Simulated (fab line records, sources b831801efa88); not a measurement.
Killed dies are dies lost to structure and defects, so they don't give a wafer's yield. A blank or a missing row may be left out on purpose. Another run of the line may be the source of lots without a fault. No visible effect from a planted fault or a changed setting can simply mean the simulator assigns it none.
fab line records | flow sky130
record: lots: 11 | wafers: 33 | last_day: 50
route steps=708 shown POLY_CUT@317 SD_P@328 SD_N@356
lots untouched by any fault: they come from a run of this same line in which no faults occurred
start_h: start of the lot's first displayed wafer, in hours after the record's first day | wait_h: time in hours since the lot's previous step | " as in the row above | L1.1+2: one row covering several wafers at once | - value missing, or start not given | * or withheld: withheld | < > ~ a bound
route shown NAME@n: a module of which the file shows steps, and the number in the route of the first | usual: mean/standard deviation taken from wafers without a fault | same: alike in all rows | chamber/n: place in a boat | sites: each site's reading | _std_site: the standard deviation of these | _edge_site: inner sites' mean taken away from outer sites' mean | radius_mm: how far each site lies from the wafer's centre | mask NAME#n: copy n | behind: tool/chamber where the wafer was last shaped | hold: the reason the lot was held/the length of the hold in hours/how it ended | device: which transistor (n, p or np) failed to switch | end of line: the route-end tests of the same wafers | a step with no rows: only its recipe | killed: not the wafer's yield, but the dies lost to structure and defects at the first sort | map: shows each die of a wafer: x if killed, . if not, _ if none is there
set.NAME: the setting the step ran with; set.NAME@STEP: the setting that earlier step ran with | model.NAME: the simulator's own value behind a step, which no gauge read
one table for each step of the route and one row for each wafer, over a sample of lots
services: when a tool's chamber went out of use (start_h, in hours from the record's first day, below 0 if earlier), for how many hours, and the reason
== steps ==
step: SKY_POLY_CUT_ETCH_10
recipe: chemistry: N2/H2 | target: BARC | ion_energy_ev: 200 | source_w: 500 | bias_w: 100 | pressure_mtorr: 30 | n2_flow_sccm: 100 | h2_flow_sccm: 200 | stop_on: SiO2 | time_s: 45.9 | target_depth_a: 600
usual: drypump_motor_current_A: 5.6/0.6 | oes_product_au: 0.855/0.0049 | rf_fwd_power_W: 494.7/1.6 | throttle_valve_pct: 13.225/0.0086
lot.wafer | tool        | chamber | start_h | wait_h | drypump_motor_current_A | oes_product_au | rf_fwd_power_W | rf_hours_counter_h | throttle_valve_pct
L637.4    | rie_diel-01 | 1       | 567.14  | 0.0    | 5.6                     | 0.857          | 495.3          | 12                 | 13.228
L637.5    | "           | 3       | "       | "      | 6.5                     | 0.857          | 492.2          | -                  | 13.235
L637.6    | "           | 0       | "       | "      | 6.5                     | 0.856          | 496.2          | -                  | 13.229
L640.3    | rie_diel-01 | 0       | 606.74  | 0.0    | 6.5                     | 0.850          | 494.2          | 45                 | 13.241
L640.5    | "           | 3       | "       | "      | 6.5                     | 0.855          | 497.4          | -                  | 13.220
L640.6    | "           | 2       | "       | "      | 6.2                     | 0.857          | 494.2          | -                  | 13.211
L643.1    | rie_diel-03 | 0       | 636.71  | 0.0    | 6.0                     | 0.848          | 496.1          | 51                 | 13.236
L643.2    | "           | 1       | "       | "      | 6.0                     | 0.854          | 494.0          | 59                 | 13.233
L643.4    | "           | 2       | "       | "      | 4.7                     | 0.854          | 491.8          | 10                 | 13.222
L645.1    | rie_diel-04 | 2       | 652.21  | 0.0    | 5.9                     | 0.871          | 496.4          | 12                 | 13.208
L645.3    | "           | 3       | "       | "      | 5.0                     | 0.863          | 495.4          | 24                 | 13.222
L645.5    | "           | 1       | "       | "      | 4.9                     | 0.861          | 493.7          | -                  | 13.226
L647.1    | rie_diel-01 | 3       | 668.66  | 0.0    | 6.5                     | 0.847          | 496.2          | 11                 | 13.230
L647.4    | "           | 0       | "       | "      | 6.5                     | 0.847          | 496.0          | 46                 | 13.227
L647.5    | "           | 0       | "       | "      | 6.5                     | 0.858          | 496.3          | -                  | 13.231
L648.1    | rie_diel-01 | 0       | 676.61  | 0.0    | 6.5                     | 0.856          | 495.7          | 46                 | 13.221
L648.4    | "           | 3       | "       | "      | 6.5                     | 0.854          | 495.1          | 12                 | 13.234
L648.6    | "           | 1       | "       | "      | 5.6                     | 0.842          | 494.2          | -                  | 13.216
L654.4    | rie_diel-01 | 2       | 723.18  | 0.0    | 6.2                     | 0.855          | 492.9          | -                  | 13.228
L654.5    | "           | 3       | "       | "      | 6.5                     | 0.860          | 495.4          | -                  | 13.225
L654.6    | "           | 1       | "       | "      | 5.6                     | 0.852          | 497.2          | -                  | 13.223
L656.3    | rie_diel-03 | 2       | 733.96  | 0.0    | 4.8                     | 0.848          | 491.2          | 12                 | 13.218
L656.4    | "           | 2       | "       | "      | 4.8                     | 0.852          | 492.9          | -                  | 13.217
L656.5    | "           | 1       | "       | "      | 6.0                     | 0.853          | 494.6          | -                  | 13.220
L657.2    | rie_diel-04 | 1       | 740.46  | 0.0    | 4.9                     | 0.858          | 494.2          | 16                 | 13.236
L657.5    | "           | 2       | "       | "      | 5.9                     | 0.859          | 496.7          | -                  | 13.221
L657.6    | "           | 3       | "       | "      | 5.0                     | 0.852          | 494.9          | -                  | 13.226
L658.2    | rie_diel-03 | 0       | 751.09  | 0.0    | 6.0                     | 0.860          | 496.9          | 0                  | 13.213
L658.3    | "           | 1       | "       | "      | 6.1                     | 0.856          | 493.3          | 2                  | 13.228
L658.4    | "           | 2       | "       | "      | 4.7                     | 0.848          | 492.7          | 12                 | 13.236
L659.1    | rie_diel-03 | 2       | 755.01  | 0.0    | 4.8                     | 0.864          | 493.3          | 13                 | 13.224
L659.2    | "           | 0       | "       | "      | 6.0                     | 0.847          | 496.3          | 0                  | 13.223
L659.6    | "           | 1       | "       | "      | 6.1                     | 0.858          | 496.6          | -                  | 13.221
step: SKY_POLY_CUT_STRIP_12
recipe: chemistry: O2/N2 | power_w: 1400 | pressure_mtorr: 1500 | platen_temp_c: withheld | o2_flow_sccm: 3000 | n2_flow_sccm: 300 | overash_fraction: 0.5
usual: drypump_motor_current_A: 5.6/0.53 | oes_product_au: 0.453/0.0044 | strip_time_to_endpoint_s: 5.367/0.016
same: overash_fraction: 0.5
lot.wafer | tool            | chamber | start_h | wait_h | drypump_motor_current_A | oes_product_au | rf_hours_counter_h | strip_time_to_endpoint_s
L637.4    | plasma_asher-03 | 0       | 567.25  | 0.1    | 5.5                     | 0.448          | -                  | 5.360
L637.5    | "               | 0       | "       | "      | 5.5                     | 0.450          | -                  | 5.365
L637.6    | "               | 1       | "       | "      | 5.8                     | 0.457          | -                  | 5.369
L640.3    | plasma_asher-03 | 1       | 606.85  | 0.1    | 5.8                     | 0.449          | -                  | 5.349
L640.5    | "               | 0       | "       | "      | 5.6                     | 0.451          | -                  | 5.364
L640.6    | "               | 1       | "       | "      | 5.8                     | 0.459          | -                  | 5.353
L643.1    | plasma_asher-03 | 1       | 636.79  | 0.0    | 5.8                     | 0.454          | 89                 | 5.363
L643.2    | "               | 0       | "       | "      | 5.6                     | 0.447          | 89                 | 5.380
L643.4    | "               | 1       | "       | "      | 5.8                     | 0.457          | -                  | 5.393
L645.1    | plasma_asher-01 | 0       | 652.29  | 0.0    | 5.0                     | 0.453          | 22                 | 5.382
L645.3    | "               | 0       | "       | "      | 5.0                     | 0.448          | -                  | 5.391
L645.5    | "               | 1       | "       | "      | 6.1                     | 0.451          | -                  | 5.386
L647.1    | plasma_asher-03 | 1       | 668.74  | 0.0    | 5.8                     | 0.454          | 92                 | 5.360
L647.4    | "               | 1       | "       | "      | 5.8                     | 0.446          | -                  | 5.368
L647.5    | "               | 0       | "       | "      | 5.6                     | 0.453          | -                  | 5.342
L648.1    | plasma_asher-01 | 1       | 676.70  | 0.0    | 6.1                     | 0.459          | 24                 | 5.366
L648.4    | "               | 0       | "       | "      | 5.0                     | 0.453          | -                  | 5.342
L648.6    | "               | 0       | "       | "      | 5.0                     | 0.452          | -                  | 5.338
L654.4    | plasma_asher-01 | 0       | 723.27  | 0.0    | 5.0                     | 0.455          | -                  | 5.364
L654.5    | "               | 0       | "       | "      | 5.0                     | 0.443          | -                  | 5.350
L654.6    | "               | 1       | "       | "      | 6.1                     | 0.452          | -                  | 5.377
L656.3    | plasma_asher-04 | 0       | 734.07  | 0.1    | 5.0                     | 0.450          | -                  | 5.364
L656.4    | "               | 1       | "       | "      | 6.3                     | 0.449          | -                  | 5.366
L656.5    | "               | 0       | "       | "      | 5.0                     | 0.447          | -                  | 5.333
L657.2    | plasma_asher-04 | 0       | 740.54  | 0.0    | 5.0                     | 0.449          | 91                 | 5.382
L657.5    | "               | 1       | "       | "      | 6.3                     | 0.452          | -                  | 5.363
L657.6    | "               | 0       | "       | "      | 5.1                     | 0.444          | -                  | 5.362
L658.2    | plasma_asher-01 | 0       | 751.17  | 0.0    | 5.0                     | 0.453          | 32                 | 5.399
L658.3    | "               | 0       | "       | "      | 5.0                     | 0.457          | -                  | 5.389
L658.4    | "               | 1       | "       | "      | 6.1                     | 0.453          | -                  | 5.381
L659.1    | plasma_asher-01 | 0       | 755.09  | 0.0    | 5.0                     | 0.452          | 32                 | 5.367
L659.2    | "               | 1       | "       | "      | 6.1                     | 0.448          | 32                 | 5.351
L659.6    | "               | 1       | "       | "      | 6.1                     | 0.454          | -                  | 5.371
step: SKY_SD_P_OVL_MEAS_08
usual: SD_P_OVL: 0.6/1.5
lot.wafer | tool       | chamber | start_h | wait_h | SD_P_OVL[nm]
L637.4    | overlay-01 | -       | 597.60  | 0.1    | 1.4
L637.5    | "          | -       | "       | "      | 0.7
L637.6    | "          | -       | "       | "      | -1.4
L640.3    | overlay-02 | -       | 637.38  | 0.1    | -1.6
L640.5    | "          | -       | "       | "      | -1.7
L640.6    | "          | -       | "       | "      | -0.4
L643.1    | overlay-01 | -       | 665.67  | 0.1    | -0.6
L643.2    | "          | -       | "       | "      | -1.0
L643.4    | "          | -       | "       | "      | 0.4
L645.1    | overlay-01 | -       | 681.25  | 0.1    | -0.9
L645.3    | "          | -       | "       | "      | 2.4
L645.5    | "          | -       | "       | "      | 3.6
L647.1    | overlay-01 | -       | 697.25  | 0.1    | 0.6
L647.4    | "          | -       | "       | "      | 1.0
L647.5    | "          | -       | "       | "      | -0.9
L648.1    | overlay-01 | -       | 706.15  | 0.1    | 4.1
L648.4    | "          | -       | "       | "      | 3.6
L648.6    | "          | -       | "       | "      | 2.8
L654.4    | overlay-02 | -       | 751.99  | 0.1    | -0.3
L654.5    | "          | -       | "       | "      | -0.5
L654.6    | "          | -       | "       | "      | 0.7
L656.3    | overlay-01 | -       | 762.04  | 0.1    | 0.9
L656.4    | "          | -       | "       | "      | 1.1
L656.5    | "          | -       | "       | "      | -0.2
L657.2    | overlay-01 | -       | 767.74  | 0.1    | -0.8
L657.5    | "          | -       | "       | "      | 1.6
L657.6    | "          | -       | "       | "      | 0.6
L658.2    | overlay-01 | -       | 778.36  | 0.1    | -1.2
L658.3    | "          | -       | "       | "      | 0.4
L658.4    | "          | -       | "       | "      | -2.9
L659.1    | overlay-01 | -       | 781.83  | 0.1    | -0.2
L659.2    | "          | -       | "       | "      | 0.0
L659.6    | "          | -       | "       | "      | 0.0
step: SKY_SD_N_RTA_14
recipe: temp_c: 1075 | time_s: 2 | idle_temp_c: 650 | ramp_up_c_per_s: 150 | ramp_down_c_per_s: 90 | ambient: N2
usual: lamp_power_pct: 15.73/0.052 | ramp_up_c_per_s: 150.00/0.03 | wafer_temp_C_max: 1078.0/1.1
lot.wafer | tool          | chamber | start_h | wait_h | lamp_power_pct | ramp_up_c_per_s | wafer_temp_C_max
L637.4    | rtp_anneal-01 | 0       | 657.20  | 0.0    | 15.68          | 149.98          | 1079.5
L637.5    | "             | 0       | "       | "      | 15.65          | 150.01          | 1077.4
L637.6    | "             | 0       | "       | "      | 15.75          | 149.99          | 1076.8
L640.3    | rtp_anneal-02 | 0       | 696.19  | 0.0    | 15.75          | 150.00          | 1077.3
L640.5    | "             | 0       | "       | "      | 15.72          | 149.96          | 1078.6
L640.6    | "             | 0       | "       | "      | 15.85          | 150.03          | 1077.1
L643.1    | rtp_anneal-01 | 0       | 724.67  | 0.0    | 15.65          | 150.05          | 1078.8
L643.2    | "             | 0       | "       | "      | 15.75          | 150.00          | 1077.2
L643.4    | "             | 0       | "       | "      | 15.74          | 150.01          | 1078.4
L645.1    | rtp_anneal-01 | 0       | 739.43  | 0.0    | 15.90          | 149.99          | 1091.5
L645.3    | "             | 0       | "       | "      | 15.97          | 149.99          | 1090.8
L645.5    | "             | 0       | "       | "      | 15.94          | 149.97          | 1092.5
L647.1    | rtp_anneal-01 | 0       | 754.94  | 0.0    | 15.99          | 150.00          | 1090.8
L647.4    | "             | 0       | "       | "      | 15.91          | 150.00          | 1090.6
L647.5    | "             | 0       | "       | "      | 15.96          | 149.97          | 1091.9
L648.1    | rtp_anneal-02 | 0       | 763.68  | 0.0    | 15.71          | 150.10          | 1078.7
L648.4    | "             | 0       | "       | "      | 15.72          | 149.97          | 1079.6
L648.6    | "             | 0       | "       | "      | 15.83          | 150.03          | 1078.4
L654.4    | rtp_anneal-02 | 0       | 806.50  | 0.0    | 15.78          | 149.98          | 1077.9
L654.5    | "             | 0       | "       | "      | 15.69          | 149.98          | 1079.1
L654.6    | "             | 0       | "       | "      | 15.78          | 149.97          | 1075.4
L656.3    | rtp_anneal-02 | 0       | 815.94  | 0.0    | 15.76          | 150.01          | 1079.0
L656.4    | "             | 0       | "       | "      | 15.68          | 150.00          | 1076.7
L656.5    | "             | 0       | "       | "      | 15.73          | 150.00          | 1077.8
L657.2    | rtp_anneal-01 | 0       | 822.19  | 0.0    | 15.77          | 150.05          | 1077.8
L657.5    | "             | 0       | "       | "      | 15.82          | 149.96          | 1078.4
L657.6    | "             | 0       | "       | "      | 15.76          | 150.02          | 1078.9
L658.2    | rtp_anneal-02 | 0       | 831.58  | 0.0    | 15.72          | 150.03          | 1078.2
L658.3    | "             | 0       | "       | "      | 15.69          | 150.00          | 1076.1
L658.4    | "             | 0       | "       | "      | 15.76          | 150.03          | 1076.9
L659.1    | rtp_anneal-01 | 0       | 836.42  | 0.0    | 15.71          | 150.00          | 1078.0
L659.2    | "             | 0       | "       | "      | 15.71          | 149.99          | 1078.8
L659.6    | "             | 0       | "       | "      | 15.70          | 150.10          | 1077.5
step: SKY_SD_N_RS_MEAS_16
recipe: thk_meas_gauge: four-point-probe
usual: SD_N_RS: 68.54/0.13
lot.wafer | tool          | chamber | start_h | wait_h | SD_N_RS[ohm/sq]
L637.4    | film_metro-03 | -       | 657.41  | 0.1    | 68.85
L637.5    | "             | -       | "       | "      | 68.82
L637.6    | "             | -       | "       | "      | 68.69
L640.3    | film_metro-01 | -       | 696.39  | 0.1    | 68.46
L640.5    | "             | -       | "       | "      | 68.70
L640.6    | "             | -       | "       | "      | 68.54
L643.1    | film_metro-01 | -       | 724.84  | 0.1    | 68.36
L643.2    | "             | -       | "       | "      | 68.44
L643.4    | "             | -       | "       | "      | 68.33
L645.1    | film_metro-02 | -       | 739.60  | 0.1    | 66.21
L645.3    | "             | -       | "       | "      | 66.04
L645.5    | "             | -       | "       | "      | 66.30
L647.1    | film_metro-01 | -       | 755.11  | 0.1    | 65.98
L647.4    | "             | -       | "       | "      | 66.13
L647.5    | "             | -       | "       | "      | 66.15
L648.1    | film_metro-03 | -       | 763.85  | 0.1    | 68.60
L648.4    | "             | -       | "       | "      | 68.60
L648.6    | "             | -       | "       | "      | 68.58
L654.4    | film_metro-01 | -       | 806.71  | 0.1    | 68.53
L654.5    | "             | -       | "       | "      | 68.37
L654.6    | "             | -       | "       | "      | 68.59
L656.3    | film_metro-01 | -       | 816.13  | 0.1    | 68.45
L656.4    | "             | -       | "       | "      | 68.50
L656.5    | "             | -       | "       | "      | 68.41
L657.2    | film_metro-02 | -       | 822.38  | 0.1    | 68.45
L657.5    | "             | -       | "       | "      | 68.70
L657.6    | "             | -       | "       | "      | 68.56
L658.2    | film_metro-03 | -       | 831.77  | 0.1    | 68.78
L658.3    | "             | -       | "       | "      | 68.90
L658.4    | "             | -       | "       | "      | 68.71
L659.1    | film_metro-02 | -       | 836.59  | 0.1    | 68.60
L659.2    | "             | -       | "       | "      | 68.50
L659.6    | "             | -       | "       | "      | 68.46
step: SKY_SD_N_RS_MEAS_17
recipe: thk_meas_gauge: four-point-probe
usual: SD_P_RS: 147.0/0.4
lot.wafer | tool          | chamber | start_h | wait_h | SD_P_RS[ohm/sq]
L637.4    | film_metro-03 | -       | 657.53  | 0.1    | 147.4
L637.5    | "             | -       | "       | "      | 147.5
L637.6    | "             | -       | "       | "      | 147.6
L640.3    | film_metro-01 | -       | 696.51  | 0.1    | 146.8
L640.5    | "             | -       | "       | "      | 147.6
L640.6    | "             | -       | "       | "      | 147.2
L643.1    | film_metro-01 | -       | 724.96  | 0.1    | 146.7
L643.2    | "             | -       | "       | "      | 147.1
L643.4    | "             | -       | "       | "      | 146.7
L645.1    | film_metro-02 | -       | 739.72  | 0.1    | 135.8
L645.3    | "             | -       | "       | "      | 135.5
L645.5    | "             | -       | "       | "      | 135.6
L647.1    | film_metro-01 | -       | 755.23  | 0.1    | 135.3
L647.4    | "             | -       | "       | "      | 135.4
L647.5    | "             | -       | "       | "      | 135.3
L648.1    | film_metro-03 | -       | 763.97  | 0.1    | 147.1
L648.4    | "             | -       | "       | "      | 146.6
L648.6    | "             | -       | "       | "      | 146.5
L654.4    | film_metro-01 | -       | 806.83  | 0.1    | 147.0
L654.5    | "             | -       | "       | "      | 146.8
L654.6    | "             | -       | "       | "      | 146.3
L656.3    | film_metro-01 | -       | 816.25  | 0.1    | 146.8
L656.4    | "             | -       | "       | "      | 146.1
L656.5    | "             | -       | "       | "      | 146.7
L657.2    | film_metro-02 | -       | 822.50  | 0.1    | 147.1
L657.5    | "             | -       | "       | "      | 147.8
L657.6    | "             | -       | "       | "      | 147.1
L658.2    | film_metro-03 | -       | 831.89  | 0.1    | 147.1
L658.3    | "             | -       | "       | "      | 147.6
L658.4    | "             | -       | "       | "      | 147.6
L659.1    | film_metro-02 | -       | 836.71  | 0.1    | 146.8
L659.2    | "             | -       | "       | "      | 147.1
L659.6    | "             | -       | "       | "      | 147.0
== services ==
tool            | chamber | start_h | hours | kind
plasma_asher-01 | -       | 571.96  | 3.2   | repair
rie_diel-01     | 0       | 574.98  | 1.5   | repair
rie_diel-03     | 2       | 575.26  | 4.1   | repair
rie_diel-01     | 3       | 594.16  | 2.5   | repair
rie_diel-04     | 2       | 605.21  | 2.5   | repair
plasma_asher-01 | -       | 633.67  | 4.3   | pm
rie_diel-03     | 2       | 659.72  | 13.1  | repair
plasma_asher-03 | -       | 662.96  | 4.0   | repair
rie_diel-04     | 1       | 671.05  | 8.7   | repair
plasma_asher-03 | -       | 674.01  | 1.2   | repair
rie_diel-03     | 1       | 681.87  | -     | clean
rie_diel-03     | 1       | 681.87  | 21.3  | scheduled_down
rie_diel-01     | 0       | 694.37  | 5.2   | repair
rie_diel-04     | 0       | 717.81  | 13.3  | repair
rie_diel-01     | 2       | 718.74  | 3.6   | repair
rie_diel-01     | 0       | 723.04  | -     | clean
rie_diel-01     | 0       | 723.04  | 23.7  | scheduled_down
rie_diel-01     | 0       | 723.04  | 23.7  | vent_cycle
plasma_asher-03 | -       | 733.75  | 9.0   | pm
rie_diel-04     | -       | 748.30  | 14.6  | pm
plasma_asher-03 | -       | 749.81  | 1.8   | repair
rie_diel-01     | 1       | 796.63  | 5.0   | repair
rie_diel-04     | 2       | 807.28  | 5.3   | repair
rie_diel-01     | 2       | 829.98  | 14.9  | repair
== key ==
first_sign: step: SKY_SD_N_RTA_14 | reading: wafer_temp_C_max | direction: up | sigmas: 12 | usual: * | struck: *
effect: step: SKY_SD_N_RTA_14 | reading: lamp_power_pct | direction: up | sigmas: 4.1 | usual: 15.73 | struck: 15.95
effect: step: SKY_SD_N_RS_MEAS_16 | reading: SD_N_RS | direction: down | sigmas: 19 | usual: 68.54 | struck: 66.14
effect: step: SKY_SD_N_RS_MEAS_17 | reading: SD_P_RS | direction: down | sigmas: 29 | usual: 147.0 | struck: 135.5
met_at SKY_SD_N_RTA_14
struck_lots L645,L647
tester_left_out L645,L647
not_acting_at SKY_POLY_CUT_ETCH_10,SKY_POLY_CUT_STRIP_12,SKY_SD_P_OVL_MEAS_08
onset_between 724.67 739.43
fault: kind: process_parameter_drift | tool: rtp_anneal-01 | chamber: - | onset_h: 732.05 | steps: SKY_SD_N_RTA_14 | channel: temp_c | offset: * | shape: step | end_h: 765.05 | acts_in: * | stated: *
tester_left_out: of these lots the tester's yield and bins aren't shown, on N5 and GAA mostly nor the transistor test; their killed dies are dies lost to structure and defects alone, not to doping, threshold or leakage, so they don't give the yield
